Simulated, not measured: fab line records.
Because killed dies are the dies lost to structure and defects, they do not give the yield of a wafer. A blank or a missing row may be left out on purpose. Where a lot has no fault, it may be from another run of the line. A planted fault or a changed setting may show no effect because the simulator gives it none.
One fault through the eyes of 2 desks :: flow sky130 :: what lay behind the numbers comes last; until then each desk has only its own

== FOR THE TOOL OWNER'S DESK: litho track-04 ==
The tool's own readings at SKY_METAL4_DEVELOP_12 (develop time 60 s): means of the sampled wafers that have a number, for each lot that ran on this tool. Marked OUT: a lot whose mean sits more than 4 standard deviations from the usual mean, which makes it out of limits; the brackets give that distance.
Columns: A = resist line temp C at SKY_METAL4_DEVELOP_12, usual 22.99 C
lot: L197
first seen here: day 42 03:00
A: 22.99

lot: L204
first seen here: day 44 00:00
A: 22.87

lot: L205
first seen here: day 44 12:00
A: 22.79

lot: L206
first seen here: day 44 14:00
A: 22.98

lot: L216
first seen here: day 46 21:00
A: 23.02

lot: L217
first seen here: day 47 08:00
A: 22.97
This desk's finding: nothing out of limits on any of the 6 lots.

== AT THE METROLOGY DESK ==
Lot by lot, what the gauges showed, no matter which tool ran the lot: averages of those sampled wafers that carry a number. Marked OUT: a lot whose mean sits more than 4 standard deviations from the usual mean, which makes it out of limits; the brackets give that distance.
Columns: A = cd nm at SKY_METAL4_CD_MEAS_13, usual 299.9 nm
lot: L196
first seen here: day 42 00:35
A: 300.0

lot: L197
first seen here: day 42 03:37
A: 298.8

lot: L203
first seen here: day 43 18:05
A: 299.3

lot: L204
first seen here: day 44 00:43
A: 307.9 (+5.3) OUT

lot: L205
first seen here: day 44 12:56
A: 306.4 (+4.3) OUT

lot: L206
first seen here: day 44 14:50
A: 305.3

lot: L211
first seen here: day 46 07:47
A: 298.6

lot: L216
first seen here: day 46 21:31
A: 302.3

lot: L217
first seen here: day 47 08:28
A: 299.7

lot: L218
first seen here: day 47 16:17
A: 301.2
This desk's finding: out of limits on L204, L205; first on L204, day 44 00:43 (cd nm at SKY_METAL4_CD_MEAS_13). In limits: L196, L197, L203, L206, L211, L216, L217, L218.

== PUT TOGETHER ==
L204, L205 would have let the metrology desk raise an alarm at day 44 00:43.
The tool owner's desk saw nothing out of limits.
Tool owner's desk: L204, L205 on record, inside its limits.
Every lot named ran SKY_METAL4_DEVELOP_12 on litho track-04.

== WHAT THE SIMULATOR PUT IN ==
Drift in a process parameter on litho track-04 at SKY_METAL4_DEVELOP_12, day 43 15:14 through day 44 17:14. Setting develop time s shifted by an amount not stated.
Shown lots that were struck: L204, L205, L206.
Hours from the fault's start to each desk's first reading out of limits: the metrology desk, 9.
